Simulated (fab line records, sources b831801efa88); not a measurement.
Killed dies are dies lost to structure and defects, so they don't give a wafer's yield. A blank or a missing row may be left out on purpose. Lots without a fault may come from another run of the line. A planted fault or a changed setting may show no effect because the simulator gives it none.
fab line records | flow gf180mcu
record lots=5 wafers=15 last_day=34
route steps=602 shown V1@343 M2@362
lots that met no fault: from a run of the same line without faults
start_h: hours from the record's first day to the start of the lot's first wafer shown | wait_h: hours since the lot's step before | " the same as in the row above | L1.1+2: a row that stands for several wafers | - no value, or no start given | * or withheld: withheld | < > ~ a bound
route shown NAME@n: a module of which the file shows steps, and the number in the route of the first | usual: mean/standard deviation of fault-free wafers | same: alike in all rows | chamber/n: place in a boat | sites: the reading at each site | _std_site: their standard deviation | _edge_site: outer sites' mean less inner sites' | radius_mm: how far each site lies from the wafer's centre | mask NAME#n: copy n | behind: the tool/chamber that last shaped the wafer | hold: why the lot was held/for how many hours/how that ended | device: the transistor (n, p or np) that didn't switch | end of line: the same wafers' tests at the end of the route | a step without rows: its recipe alone | killed: dies lost to structure and defects at the first sort, not the wafer's yield | map: a wafer's dies, x killed, . not, _ none there
set.NAME: the setting as run; set.NAME@STEP: as run at that earlier step | model.NAME: the simulator's own value behind a step, which no gauge read
lots at some steps of the route; a table a step, a row a wafer
services: from which hour (start_h, from the record's first day; less than 0 if before it) a tool's chamber was out of use, for how many hours, and why
## steps
# step GF_V1_COAT_08
# recipe resist=BARC temp_c=withheld time_s=withheld spin_rpm=withheld resist_thk_nm=withheld
# columns lot.wafer tool chamber start_h wait_h
L074.1+3+4 litho_track-03 0 398.80 0.1
L078.1+3+5 litho_track-03 0 431.25 0.1
L093.1+3+5 litho_track-03 0 555.80 0.1
L094.1+5+6 litho_track-04 0 563.75 0.1
L097.1+3+6 litho_track-03 0 595.85 0.1
# step GF_V1_COAT_09
# recipe resist=KrF spin_rpm=withheld resist_thk_nm=1000
# columns lot.wafer tool chamber start_h wait_h
L074.1+3+4 litho_track-03 0 - -
L078.1+3+5 litho_track-03 0 - -
L093.1+3+5 litho_track-03 0 - -
L094.1+5+6 litho_track-04 0 - -
L097.1+3+6 litho_track-03 0 - -
# step GF_V1_SOFTBAKE_10
# recipe temp_c=130 time_s=60 resist=KrF
# columns lot.wafer tool chamber start_h wait_h
L074.1+3+4 litho_track-03 0 - -
L078.1+3+5 litho_track-03 0 - -
L093.1+3+5 litho_track-03 0 - -
L094.1+5+6 litho_track-04 0 - -
L097.1+3+6 litho_track-03 0 - -
# step GF_V1_EXPOSE_11
# recipe mask_id=Via1 target_cd_nm=260 na=0.68 source_shape=conventional sigma_outer=0.6 dose_mj=38
# usual exposure_dose_mJ_cm2=38.11/0.15 stage_vel_mm_s=500.05/0.29
# columns lot.wafer tool chamber start_h wait_h mask exposure_dose_mJ_cm2 stage_vel_mm_s
L074.1 krf_scanner-01 0 - - Via1#0 38.29 500.07
L074.3 " 0 " " Via1#0 38.27 500.05
L074.4 " 0 " " Via1#0 38.25 500.04
L078.1 krf_scanner-02 0 - - Via1#0 38.00 500.08
L078.3 " 0 " " Via1#0 37.96 500.29
L078.5 " 0 " " Via1#0 38.05 500.03
L093.1 krf_scanner-02 0 - - Via1#0 38.00 500.23
L093.3 " 0 " " Via1#0 38.01 499.73
L093.5 " 0 " " Via1#0 38.04 499.96
L094.1 krf_scanner-01 0 - - Via1#0 38.30 499.83
L094.5 " 0 " " Via1#0 38.38 500.02
L094.6 " 0 " " Via1#0 38.26 499.94
L097.1 krf_scanner-01 0 - - Via1#0 38.22 500.29
L097.3 " 0 " " Via1#0 38.26 500.04
L097.6 " 0 " " Via1#0 38.26 500.32
# step GF_V1_PEB_12
# recipe peb_temp_c=135 peb_time_s=90 resist=KrF
# columns lot.wafer tool chamber start_h wait_h
L074.1+3+4 litho_track-03 0 - -
L078.1+3+5 litho_track-04 0 - -
L093.1+3+5 litho_track-03 0 - -
L094.1+5+6 litho_track-04 0 - -
L097.1+3+6 litho_track-03 0 - -
# step GF_V1_DEVELOP_13
# recipe develop_time_s=60 resist=KrF dev_temp_c=21
# usual developer_temp_C=21.00/0.1
# columns lot.wafer tool chamber start_h wait_h developer_temp_C
L074.1 litho_track-03 0 410.70 0.2 21.05
L074.3 " 0 " " 20.97
L074.4 " 0 " " 21.17
L078.1 litho_track-04 0 443.35 0.2 20.98
L078.3 " 0 " " 20.83
L078.5 " 0 " " 20.86
L093.1 litho_track-03 0 566.90 0.2 20.94
L093.3 " 0 " " 20.74
L093.5 " 0 " " 20.89
L094.1 litho_track-04 0 574.55 0.2 21.06
L094.5 " 0 " " 21.11
L094.6 " 0 " " 21.20
L097.1 litho_track-03 0 606.55 0.2 21.10
L097.3 " 0 " " 21.08
L097.6 " 0 " " 21.09
# step GF_V1_CD_MEAS_14
# recipe target_cd_nm=260
# usual cd_nm=259.9/1.1
# columns lot.wafer tool chamber start_h wait_h cd_nm
L074.1 cd_sem-01 - 410.85 0.1 258.8
L074.3 " - " " 259.4
L074.4 " - " " 259.4
L078.1 cd_sem-01 - 443.50 0.1 260.6
L078.3 " - " " 261.1
L078.5 " - " " 260.6
L093.1 cd_sem-01 - 567.05 0.1 259.9
L093.3 " - " " 259.6
L093.5 " - " " 260.6
L094.1 cd_sem-02 - 574.70 0.1 260.7
L094.5 " - " " 260.4
L094.6 " - " " 262.0
L097.1 cd_sem-01 - 606.70 0.1 259.2
L097.3 " - " " 259.8
L097.6 " - " " 258.9
# step GF_V1_OVL_MEAS_15
# usual V1_OVL=1/5
# columns lot.wafer tool chamber start_h wait_h V1_OVL[nm]
L074.1 overlay-01 - 410.97 0.1 2
L074.3 " - " " 3
L074.4 " - " " 1
L078.1 overlay-02 - 443.62 0.1 3
L078.3 " - " " 1
L078.5 " - " " -3
L093.1 overlay-02 - 567.17 0.1 -3
L093.3 " - " " 3
L093.5 " - " " -4
L094.1 overlay-01 - 574.82 0.1 5
L094.5 " - " " 10
L094.6 " - " " -3
L097.1 overlay-01 - 606.82 0.1 -2
L097.3 " - " " -1
L097.6 " - " " 4
# step GF_V1_ETCH_16
# recipe chemistry=N2/H2 target_depth_a=withheld overetch_a=withheld time_s=withheld target=BARC ion_energy_ev=200 source_w=500 bias_w=100 pressure_mtorr=30 n2_flow_sccm=100 h2_flow_sccm=200
# usual drypump_motor_current_A=5.8/0.43 h2_flow_sccm=200.1/0.58 oes_product_au=0.855/0.0046 throttle_valve_pct=13.225/0.0093
# columns lot.wafer tool chamber start_h wait_h drypump_motor_current_A h2_flow_sccm oes_product_au throttle_valve_pct
L074.1 rie_diel-02 3 411.01 0.0 6.1 198.8 0.855 13.228
L074.3 " 2 " " 5.2 200.2 0.856 13.236
L074.4 " 1 " " 5.3 200.3 0.851 13.215
L078.1 rie_diel-01 0 443.66 0.0 6.3 200.1 0.857 13.228
L078.3 " 3 " " 5.8 200.0 0.849 13.228
L078.5 " 0 " " 6.3 200.3 0.856 13.232
L093.1 rie_diel-04 1 567.21 0.0 6.3 199.3 0.861 13.232
L093.3 " 0 " " 5.9 199.8 0.853 13.213
L093.5 " 1 " " 6.3 200.1 0.853 13.217
L094.1 rie_diel-02 0 574.86 0.0 5.6 201.6 0.858 13.229
L094.5 " 1 " " 5.3 200.1 0.854 13.223
L094.6 " 2 " " 5.2 200.3 0.850 13.224
L097.1 rie_diel-01 1 606.86 0.0 5.3 200.7 0.859 13.217
L097.3 " 0 " " 6.4 199.9 0.854 13.211
L097.6 " 0 " " 6.3 199.4 0.862 13.231
# step GF_V1_ETCH_17
# recipe chemistry=C4F8/O2/Ar mask_material=KrF target=SiO2 stop_on=TiN source_w=1500 bias_w=1200 pressure_mtorr=40 c4f8_flow_sccm=withheld O2_flow_sccm=6 Ar_flow_sccm=300 time_s=withheld target_depth_a=6300
# usual oes_product_au=0.857/0.0046
# columns lot.wafer tool chamber start_h wait_h oes_product_au
L074.1 rie_diel-02 3 - - 0.858
L074.3 " 2 " " 0.862
L074.4 " 1 " " 0.860
L078.1 rie_diel-01 0 - - 0.857
L078.3 " 3 " " 0.859
L078.5 " 0 " " 0.848
L093.1 rie_diel-04 1 - - 0.854
L093.3 " 0 " " 0.857
L093.5 " 1 " " 0.851
L094.1 rie_diel-02 0 - - 0.858
L094.5 " 1 " " 0.856
L094.6 " 2 " " 0.860
L097.1 rie_diel-01 1 - - 0.855
L097.3 " 0 " " 0.858
L097.6 " 0 " " 0.855
# step GF_V1_STRIP_18
# recipe chemistry=O2/N2 power_w=1400 pressure_mtorr=1500 platen_temp_c=250 o2_flow_sccm=3000 n2_flow_sccm=300 overash_fraction=0.5
# usual drypump_motor_current_A=5.9/0.36 heater_power_w=337/30 oes_product_au=0.593/0.0049 platen_temp_c=249.99/0.19
# columns lot.wafer tool chamber start_h wait_h drypump_motor_current_A heater_power_w oes_product_au platen_temp_c rf_hours_counter_h
L074.1 plasma_asher-03 1 411.14 - 6.4 327 0.585 250.51 64
L074.3 " 1 " " 6.4 325 0.596 250.31 -
L074.4 " 0 " " 5.8 333 0.591 250.14 -
L078.1 plasma_asher-01 0 443.79 - 5.4 372 0.587 249.96 31
L078.3 " 1 " " 6.0 303 0.595 250.10 -
L078.5 " 1 " " 6.0 297 0.589 249.91 -
L093.1 plasma_asher-03 0 567.40 - 5.8 335 0.593 249.87 79
L093.3 " 0 " " 5.8 333 0.602 249.84 -
L093.5 " 0 " " 5.8 332 0.592 249.72 -
L094.1 plasma_asher-03 1 574.99 - 6.4 320 0.596 250.18 80
L094.5 " 0 " " 5.8 329 0.588 249.70 -
L094.6 " 1 " " 6.4 325 0.599 250.13 -
L097.1 plasma_asher-03 0 606.99 - 5.8 332 0.597 250.22 83
L097.3 " 0 " " 5.8 340 0.596 250.04 -
L097.6 " 1 " " 6.4 315 0.589 249.98 -
# step GF_V1_STRIP_19
# recipe chemistry=post_etch_residue_remover time_s=1200 temp_c=72.5
# columns lot.wafer tool chamber start_h wait_h
L074.1+3+4 wet_bench-01 0 411.24 0.1
L078.1+3+5 wet_bench-04 1 443.89 0.1
L093.1+3+5 wet_bench-04 1 567.50 0.1
L094.1+5+6 wet_bench-04 0 575.09 0.1
L097.1+3+6 wet_bench-01 1 607.09 0.1
# step GF_V1_CLEAN_20
# recipe chemistry=DIW dry=n2_spin
# columns lot.wafer tool chamber start_h wait_h
L074.1+3+4 wet_bench-04 1 411.61 0.0
L078.1+3+5 wet_bench-01 2 444.26 0.0
L093.1+3+5 wet_bench-01 2 567.87 0.0
L094.1+5+6 wet_bench-01 2 575.46 0.0
L097.1+3+6 wet_bench-04 0 607.43 0.0
# step GF_V1_SPUTTER_21
# recipe material=Ti target_thk_nm=15 chamber_pressure_pa=5 power_w=2500 substrate_temp_c=200 time_s=80.02
# usual cathode_dc_power_W=2500.0/0.44 throttle_valve_pct=29.8/0.78
# columns lot.wafer tool chamber start_h wait_h cathode_dc_power_W throttle_valve_pct
L074.1 pvd_sputter-02 - 411.70 0.0 2499.4 28.5
L074.3 " - " " 2499.9 31.2
L074.4 " - " " 2499.6 30.3
L078.1 pvd_sputter-04 - 444.35 0.0 2500.7 28.4
L078.3 " - " " 2500.2 29.4
L078.5 " - " " 2499.3 28.6
L093.1 pvd_sputter-04 - 567.97 0.0 2499.7 29.8
L093.3 " - " " 2500.8 30.8
L093.5 " - " " 2500.5 28.3
L094.1 pvd_sputter-02 - 575.56 0.0 2500.1 29.5
L094.5 " - " " 2500.3 28.7
L094.6 " - " " 2499.9 31.5
L097.1 pvd_sputter-03 - 607.53 0.0 2500.4 29.6
L097.3 " - " " 2500.1 29.9
L097.6 " - " " 2500.6 30.2
# step GF_V1_SPUTTER_22
# recipe material=TiN target_thk_nm=10 chamber_pressure_pa=5 power_w=4000 time_s=40
# usual cathode_dc_power_W=4000.0/0.75 throttle_valve_pct=29.8/0.79
# columns lot.wafer tool chamber start_h wait_h cathode_dc_power_W throttle_valve_pct
L074.1 pvd_sputter-02 - 411.77 0.0 4001.0 28.5
L074.3 " - " " 3999.1 31.2
L074.4 " - " " 4000.4 30.4
L078.1 pvd_sputter-04 - 444.41 0.0 4000.4 28.5
L078.3 " - " " 3999.9 29.2
L078.5 " - " " 3999.9 28.3
L093.1 pvd_sputter-04 - 568.03 0.0 4001.1 29.6
L093.3 " - " " 3999.9 31.0
L093.5 " - " " 4000.2 28.8
L094.1 pvd_sputter-02 - 575.62 0.0 4000.3 29.3
L094.5 " - " " 4000.1 28.5
L094.6 " - " " 4000.2 31.2
L097.1 pvd_sputter-03 - 607.59 0.0 3999.8 30.0
L097.3 " - " " 4001.1 30.1
L097.6 " - " " 3998.3 30.2
# step GF_V1_CVD_23
# recipe material=W target_thk_nm=350 time_s=105.05 temp_c=400 pressure_torr=40
# usual heater_power_w=840/40
# columns lot.wafer tool chamber start_h wait_h heater_power_w
L074.1 cvd_w-01 1 411.80 0.0 893
L074.3 " 0 " " 792
L074.4 " 1 " " 856
L078.1 cvd_w-01 1 444.45 0.0 862
L078.3 " 1 " " 869
L078.5 " 1 " " 885
L093.1 cvd_w-01 1 568.07 0.0 888
L093.3 " 1 " " 880
L093.5 " 0 " " 807
L094.1 cvd_w-01 0 575.66 0.0 789
L094.5 " 1 " " 900
L094.6 " 0 " " 796
L097.1 cvd_w-02 1 607.63 0.0 850
L097.3 " 1 " " 855
L097.6 " 0 " " 817
# step GF_V1_RS_MEAS_24
# recipe thk_meas_gauge=four-point-probe reads=W_of_V1_CVD_23+TiN_of_V1_SPUTTER_22+Ti_of_V1_SPUTTER_21
# usual V1_W_RS=0.327/0.0058
# columns lot.wafer tool chamber start_h wait_h V1_W_RS[ohm/sq]
L074.1 film_metro-01 - 411.92 0.1 0.324
L074.3 " - " " 0.336
L074.4 " - " " 0.324
L078.1 film_metro-02 - 444.57 0.1 0.322
L078.3 " - " " 0.321
L078.5 " - " " 0.321
L093.1 film_metro-02 - 568.18 0.1 0.320
L093.3 " - " " 0.320
L093.5 " - " " 0.329
L094.1 film_metro-02 - 575.77 0.1 0.328
L094.5 " - " " 0.319
L094.6 " - " " 0.327
L097.1 film_metro-04 - 607.74 0.1 0.332
L097.3 " - " " 0.331
L097.6 " - " " 0.329
# step GF_V1_THK_MEAS_25
# recipe thk_meas_gauge=xrf reads=W_of_V1_CVD_23
# usual V1_W_THK=356/8.4
# columns lot.wafer tool chamber start_h wait_h V1_W_THK[nm]
L074.1 film_metro-01 - 412.04 0.1 357
L074.3 " - " " 343
L074.4 " - " " 356
L078.1 film_metro-02 - 444.69 0.1 365
L078.3 " - " " 364
L078.5 " - " " 364
L093.1 film_metro-02 - 568.30 0.1 369
L093.3 " - " " 368
L093.5 " - " " 357
L094.1 film_metro-02 - 575.89 0.1 357
L094.5 " - " " 370
L094.6 " - " " 361
L097.1 film_metro-04 - 607.86 0.1 347
L097.3 " - " " 348
L097.6 " - " " 351
# step GF_V1_CMP_26
# recipe stop_on=SiO2 down_force_psi=3.5 platen_rpm=60 t_overpolish_s=15 target_thk_nm=0 pad_velocity_m_s=0.94248
# usual motor_current_A=11.1/1.1 overpolish_run_s=15.000/0.0092 slurry_filter_dp_kPa=13.48/0.13 time_to_endpoint_s=87/3.2
# columns lot.wafer tool chamber start_h wait_h motor_current_A overpolish_run_s slurry_filter_dp_kPa time_to_endpoint_s
L074.4 cmp-02 0 412.10 0.0 11.2 14.997 13.27 93
L074.1 " 2 " " 8.9 15.000 13.48 89
L074.3 " 3 " " 11.5 14.996 13.42 90
L078.3 cmp-01 0 444.85 0.1 12.2 15.005 13.60 86
L078.1 " 1 " " 10.9 15.010 13.60 90
L078.5 " 3 " " 10.2 14.995 13.43 91
L093.1 cmp-02 0 568.46 0.1 10.8 15.017 13.71 91
L093.3 " 1 " " 11.0 14.986 13.46 88
L093.5 " 3 " " 11.8 15.008 13.53 84
L094.1 cmp-02 2 576.13 0.2 10.0 14.981 13.49 83
L094.5 " 3 " " 11.2 15.004 13.32 93
L094.6 " 0 " " 11.5 15.002 13.61 88
L097.3 cmp-02 0 607.92 0.0 11.0 15.002 13.39 86
L097.1 " 3 " " 11.7 14.997 13.55 88
L097.6 " 0 " " 11.6 15.010 13.70 89
# step GF_M2_SPUTTER_00
# recipe material=Ti target_thk_nm=37.5 arriving_ion_energy_ev=80 substrate_temp_c=200 chamber_pressure_pa=2.067 power_w=4000 time_s=150
# usual cathode_dc_power_W=4000.0/0.75 throttle_valve_pct=30.0/0.84
# columns lot.wafer tool chamber start_h wait_h cathode_dc_power_W throttle_valve_pct
L074.1 pvd_sputter-01 - 412.40 0.1 3999.9 30.0
L074.3 " - " " 3999.8 31.2
L074.4 " - " " 4000.8 29.7
L078.1 pvd_sputter-02 - 445.05 0.1 3999.2 30.4
L078.3 " - " " 3999.5 28.6
L078.5 " - " " 4000.7 29.5
L093.1 pvd_sputter-04 - 568.66 0.1 4000.3 28.5
L093.3 " - " " 3999.7 30.7
L093.5 " - " " 3999.3 30.9
L094.1 pvd_sputter-04 - 576.28 0.1 4000.9 30.5
L094.5 " - " " 4001.3 28.7
L094.6 " - " " 4001.9 31.0
L097.1 pvd_sputter-04 - 608.22 0.1 4000.5 28.6
L097.3 " - " " 4000.0 30.7
L097.6 " - " " 3998.9 31.1
# step GF_M2_SPUTTER_01
# recipe material=TiN target_thk_nm=30 power_w=6500 time_s=25 chamber_pressure_pa=0.4
# usual cathode_dc_power_W=6500.0/1.2 throttle_valve_pct=30.0/0.86
# columns lot.wafer tool chamber start_h wait_h cathode_dc_power_W throttle_valve_pct
L074.1 pvd_sputter-01 - 412.50 0.1 6499.9 29.7
L074.3 " - " " 6496.4 31.4
L074.4 " - " " 6497.6 29.8
L078.1 pvd_sputter-02 - 445.15 0.1 6501.9 30.0
L078.3 " - " " 6498.6 28.5
L078.5 " - " " 6498.8 29.6
L093.1 pvd_sputter-04 - 568.76 0.1 6498.9 28.5
L093.3 " - " " 6502.3 30.7
L093.5 " - " " 6499.8 30.9
L094.1 pvd_sputter-04 - 576.38 0.1 6499.2 31.0
L094.5 " - " " 6500.4 28.8
L094.6 " - " " 6498.4 31.1
L097.1 pvd_sputter-04 - 608.32 0.1 6501.3 28.6
L097.3 " - " " 6500.5 30.7
L097.6 " - " " 6501.5 30.8
# step GF_M2_SPUTTER_02
# recipe material=AlCu target_thk_nm=450 power_w=10600 time_s=23.9 chamber_pressure_pa=0.4
# usual cathode_dc_power_W=10600/2 throttle_valve_pct=30.0/0.85
# columns lot.wafer tool chamber start_h wait_h cathode_dc_power_W throttle_valve_pct
L074.1 pvd_sputter-01 - 412.53 0.0 10600 30.1
L074.3 " - " " 10597 31.4
L074.4 " - " " 10602 29.7
L078.1 pvd_sputter-02 - 445.18 0.0 10597 30.2
L078.3 " - " " 10603 28.6
L078.5 " - " " 10597 29.4
L093.1 pvd_sputter-04 - 568.79 0.0 10599 28.7
L093.3 " - " " 10601 30.6
L093.5 " - " " 10600 30.8
L094.1 pvd_sputter-04 - 576.41 0.0 10597 31.0
L094.5 " - " " 10603 28.4
L094.6 " - " " 10602 30.7
L097.1 pvd_sputter-04 - 608.35 0.0 10600 28.7
L097.3 " - " " 10599 30.9
L097.6 " - " " 10600 30.9
# step GF_M2_SPUTTER_03
# recipe material=Ti target_thk_nm=10 substrate_temp_c=300 chamber_pressure_pa=0.3 power_w=3000 time_s=6.7
# usual cathode_dc_power_W=2999.9/0.55 throttle_valve_pct=30.0/0.85
# columns lot.wafer tool chamber start_h wait_h cathode_dc_power_W throttle_valve_pct
L074.1 pvd_sputter-01 - 412.56 0.0 3000.5 30.0
L074.3 " - " " 3000.6 31.4
L074.4 " - " " 3000.1 29.7
L078.1 pvd_sputter-02 - 445.21 0.0 2998.6 30.3
L078.3 " - " " 2999.3 28.4
L078.5 " - " " 2998.9 29.3
L093.1 pvd_sputter-04 - 568.82 0.0 2999.3 28.7
L093.3 " - " " 2999.7 30.7
L093.5 " - " " 3000.4 30.9
L094.1 pvd_sputter-04 - 576.44 0.0 2999.2 30.9
L094.5 " - " " 2999.1 28.3
L094.6 " - " " 3000.7 30.9
L097.1 pvd_sputter-04 - 608.38 0.0 2999.4 28.8
L097.3 " - " " 3000.1 30.6
L097.6 " - " " 3000.2 30.7
# step GF_M2_SPUTTER_04
# recipe material=TiN target_thk_nm=50 power_w=6500 time_s=41.7 chamber_pressure_pa=0.4
# usual cathode_dc_power_W=6500.0/1.2 throttle_valve_pct=30.0/0.86
# columns lot.wafer tool chamber start_h wait_h cathode_dc_power_W throttle_valve_pct
L074.1 pvd_sputter-01 - 412.58 0.0 6502.0 29.8
L074.3 " - " " 6499.0 31.4
L074.4 " - " " 6498.8 29.8
L078.1 pvd_sputter-02 - 445.23 0.0 6499.5 30.3
L078.3 " - " " 6498.3 28.2
L078.5 " - " " 6498.0 29.1
L093.1 pvd_sputter-04 - 568.84 0.0 6501.8 28.5
L093.3 " - " " 6499.6 30.9
L093.5 " - " " 6499.2 31.1
L094.1 pvd_sputter-04 - 576.46 0.0 6500.6 30.8
L094.5 " - " " 6501.9 28.5
L094.6 " - " " 6502.0 30.8
L097.1 pvd_sputter-04 - 608.40 0.0 6501.2 28.5
L097.3 " - " " 6499.8 30.6
L097.6 " - " " 6499.9 31.0
# step GF_M2_RS_MEAS_05
# recipe thk_meas_gauge=four-point-probe reads=TiN_of_M2_SPUTTER_04+Ti_of_M2_SPUTTER_03+AlCu_of_M2_SPUTTER_02+TiN_of_M2_SPUTTER_01+Ti_of_M2_SPUTTER_00
# usual M2_ALCU_RS=0.0695/0.00069
# columns lot.wafer tool chamber start_h wait_h M2_ALCU_RS[ohm/sq]
L074.1 film_metro-03 - 412.62 0.0 0.0689
L074.3 " - " " 0.0688
L074.4 " - " " 0.0686
L078.1 film_metro-03 - 445.27 0.0 0.0687
L078.3 " - " " 0.0694
L078.5 " - " " 0.0687
L093.1 film_metro-03 - 568.88 0.0 0.0700
L093.3 " - " " 0.0698
L093.5 " - " " 0.0696
L094.1 film_metro-01 - 576.50 0.0 0.0700
L094.5 " - " " 0.0699
L094.6 " - " " 0.0694
L097.1 film_metro-03 - 608.44 0.0 0.0692
L097.3 " - " " 0.0685
L097.6 " - " " 0.0686
# step GF_M2_THK_MEAS_06
# recipe thk_meas_gauge=xrf reads=AlCu_of_M2_SPUTTER_02
# usual M2_ALCU_THK=450/4.4
# columns lot.wafer tool chamber start_h wait_h M2_ALCU_THK[nm]
L074.1 film_metro-03 - 412.74 0.1 453
L074.3 " - " " 456
L074.4 " - " " 455
L078.1 film_metro-03 - 445.39 0.1 450
L078.3 " - " " 451
L078.5 " - " " 453
L093.1 film_metro-03 - 569.00 0.1 446
L093.3 " - " " 449
L093.5 " - " " 447
L094.1 film_metro-01 - 576.62 0.1 449
L094.5 " - " " 450
L094.6 " - " " 454
L097.1 film_metro-03 - 608.56 0.1 455
L097.3 " - " " 459
L097.6 " - " " 459
# step GF_M2_DEHYDRATE_07
# recipe temp_c=200 time_s=60
# columns lot.wafer tool chamber start_h wait_h
L074.1+3+4 litho_track-03 0 423.60 10.9
L078.1+3+5 litho_track-04 0 456.80 11.4
L093.1+3+5 litho_track-04 0 579.20 10.2
L094.1+5+6 litho_track-03 0 586.65 10.0
L097.1+3+6 litho_track-03 0 618.00 9.4
# step GF_M2_HMDS_08
# recipe prime_time_s=60 prime_temp_c=120
# same prime_time_s=60
# columns lot.wafer tool chamber start_h wait_h
L074.1+3+4 litho_track-03 0 423.75 0.1
L078.1+3+5 litho_track-04 0 456.95 0.1
L093.1+3+5 litho_track-04 0 579.35 0.1
L094.1+5+6 litho_track-03 0 586.80 0.1
L097.1+3+6 litho_track-03 0 618.15 0.1
# step GF_M2_COAT_09
# recipe resist=KrF spin_rpm=withheld resist_thk_nm=1000
# columns lot.wafer tool chamber start_h wait_h
L074.1+3+4 litho_track-03 0 423.90 0.1
L078.1+3+5 litho_track-04 0 457.10 0.1
L093.1+3+5 litho_track-04 0 579.50 0.1
L094.1+5+6 litho_track-03 0 586.95 0.1
L097.1+3+6 litho_track-03 0 618.30 0.1
# step GF_M2_SOFTBAKE_10
# recipe temp_c=130 time_s=60 resist=KrF
# columns lot.wafer tool chamber start_h wait_h
L074.1+3+4 litho_track-03 0 424.05 0.1
L078.1+3+5 litho_track-04 0 457.25 0.1
L093.1+3+5 litho_track-04 0 579.65 0.1
L094.1+5+6 litho_track-03 0 587.10 0.1
L097.1+3+6 litho_track-03 0 618.45 0.1
# step GF_M2_EXPOSE_11
# recipe mask_id=Metal2 target_cd_nm=280 na=0.68 source_shape=conventional sigma_outer=0.6 dose_mj=27.5
# usual exposure_dose_mJ_cm2=28.07/0.1 stage_vel_mm_s=500.04/0.26
# columns lot.wafer tool chamber start_h wait_h mask exposure_dose_mJ_cm2 stage_vel_mm_s
L074.1 krf_scanner-01 0 - - Metal2#0 28.23 499.63
L074.3 " 0 " " Metal2#0 28.22 499.88
L074.4 " 0 " " Metal2#0 28.19 499.92
L078.1 krf_scanner-01 0 - - Metal2#0 28.18 500.06
L078.3 " 0 " " Metal2#0 28.15 500.11
L078.5 " 0 " " Metal2#0 28.20 500.00
L093.1 krf_scanner-02 0 - - Metal2#0 27.97 500.30
L093.3 " 0 " " Metal2#0 27.99 500.07
L093.5 " 0 " " Metal2#0 27.98 500.29
L094.1 krf_scanner-02 0 - - Metal2#0 27.95 499.96
L094.5 " 0 " " Metal2#0 28.00 499.95
L094.6 " 0 " " Metal2#0 27.98 500.25
L097.1 krf_scanner-01 0 - - Metal2#0 28.17 499.93
L097.3 " 0 " " Metal2#0 28.15 500.02
L097.6 " 0 " " Metal2#0 28.10 500.00
# step GF_M2_PEB_12
# recipe peb_temp_c=135 peb_time_s=90 resist=KrF
# columns lot.wafer tool chamber start_h wait_h
L074.1+3+4 litho_track-04 0 - -
L078.1+3+5 litho_track-03 0 - -
L093.1+3+5 litho_track-04 0 - -
L094.1+5+6 litho_track-03 0 - -
L097.1+3+6 litho_track-03 0 - -
# step GF_M2_DEVELOP_13
# recipe develop_time_s=60 dev_temp_c=21
# usual developer_temp_C=21.00/0.11
# columns lot.wafer tool chamber start_h wait_h developer_temp_C
L074.1 litho_track-04 0 436.35 0.2 21.06
L074.3 " 0 " " 21.10
L074.4 " 0 " " 20.97
L078.1 litho_track-03 0 469.10 0.2 20.88
L078.3 " 0 " " 20.92
L078.5 " 0 " " 21.07
L093.1 litho_track-04 0 589.95 0.2 20.97
L093.3 " 0 " " 20.91
L093.5 " 0 " " 20.88
L094.1 litho_track-03 0 597.10 0.2 20.92
L094.5 " 0 " " 20.96
L094.6 " 0 " " 20.85
L097.1 litho_track-03 0 628.90 0.2 20.94
L097.3 " 0 " " 21.04
L097.6 " 0 " " 20.91
# step GF_M2_CD_MEAS_14
# recipe target_cd_nm=280
# usual cd_nm=279.9/1.2
# columns lot.wafer tool chamber start_h wait_h cd_nm
L074.1 cd_sem-01 - 436.50 0.1 280.4
L074.3 " - " " 281.9
L074.4 " - " " 281.5
L078.1 cd_sem-01 - 469.25 0.1 279.2
L078.3 " - " " 280.3
L078.5 " - " " 279.8
L093.1 cd_sem-02 - 590.10 0.1 280.4
L093.3 " - " " 281.3
L093.5 " - " " 282.0
L094.1 cd_sem-02 - 597.25 0.1 280.8
L094.5 " - " " 280.7
L094.6 " - " " 282.0
L097.1 cd_sem-01 - 629.05 0.1 277.8
L097.3 " - " " 277.9
L097.6 " - " " 277.3
# step GF_M2_OVL_MEAS_15
# usual M2_OVL=1/4.4
# columns lot.wafer tool chamber start_h wait_h M2_OVL[nm]
L074.1 overlay-01 - 436.62 0.1 2
L074.3 " - " " -4
L074.4 " - " " -2
L078.1 overlay-01 - 469.37 0.1 -6
L078.3 " - " " -2
L078.5 " - " " 2
L093.1 overlay-01 - 590.22 0.1 3
L093.3 " - " " 2
L093.5 " - " " 6
L094.1 overlay-02 - 597.37 0.1 -6
L094.5 " - " " -1
L094.6 " - " " 3
L097.1 overlay-02 - 629.17 0.1 4
L097.3 " - " " 1
L097.6 " - " " 0
# step GF_M2_METAL_ETCH_16
# recipe chemistry=Cl2/BCl3 mask_material=KrF target_depth_nm=750.8 stop_on=SiO2 pressure_mtorr=8 icp_w=800 bias_w=140 Cl2_flow_sccm=80 bcl3_flow_sccm=40 time_s=125.1
# usual drypump_motor_current_A=5.8/0.62 oes_product_au=0.992/0.0047 throttle_valve_pct=28.226/0.0099
# columns lot.wafer tool chamber start_h wait_h drypump_motor_current_A oes_product_au rf_hours_counter_h throttle_valve_pct
L074.1 rie_metal-01 1 436.66 0.0 6.5 0.994 11 28.235
L074.3 " 1 " " 6.5 1.001 - 28.212
L074.4 " 0 " " 5.9 0.982 - 28.223
L078.1 rie_metal-02 0 469.41 0.0 4.7 0.988 1 28.213
L078.3 " 1 " " 5.7 1.004 - 28.244
L078.5 " 0 " " 4.7 0.999 - 28.221
L093.1 rie_metal-02 0 590.26 0.0 4.7 0.992 5 28.233
L093.3 " 0 " " 4.7 0.995 - 28.231
L093.5 " 0 " " 4.7 0.992 - 28.240
L094.1 rie_metal-03 0 597.41 0.0 6.5 0.991 13 28.208
L094.5 " 0 " " 6.5 0.985 - 28.207
L094.6 " 1 " " 5.4 0.989 - 28.220
L097.1 rie_metal-01 0 629.21 0.0 5.9 0.997 4 28.244
L097.3 " 0 " " 5.9 0.996 - 28.229
L097.6 " 1 " " 6.5 0.990 - 28.228
## services
# columns tool chamber start_h hours kind
rie_diel-01 3 376.98 15.1 repair
plasma_asher-03 - 387.22 12.6 repair
pvd_sputter-01 - 388.70 4.6 repair
cmp-02 - 404.05 4.0 pm
krf_scanner-02 - 408.91 1.3 pm
krf_scanner-01 - 416.00 6.0 pm
pvd_sputter-04 - 416.21 4.9 repair
pvd_sputter-01 - 424.91 6.7 repair
krf_scanner-01 - 425.16 2.4 repair
cmp-02 - 430.97 0.3 repair
krf_scanner-02 - 433.72 0.6 repair
pvd_sputter-01 - 443.66 4.0 repair
rie_diel-01 - 453.23 1.2 repair
krf_scanner-02 - 456.52 1.0 pm
plasma_asher-03 - 479.13 19.4 repair
pvd_sputter-04 - 499.24 3.4 repair
krf_scanner-02 - 501.11 0.8 pm
krf_scanner-01 - 502.12 1.3 pm
krf_scanner-01 - 516.93 0.8 pm
krf_scanner-01 - 520.36 1.0 pm
krf_scanner-01 - 529.02 4.6 repair
krf_scanner-01 - 541.74 8.2 repair
pvd_sputter-01 - 554.83 7.3 repair
krf_scanner-01 - 576.48 12.8 repair
## key
fault none
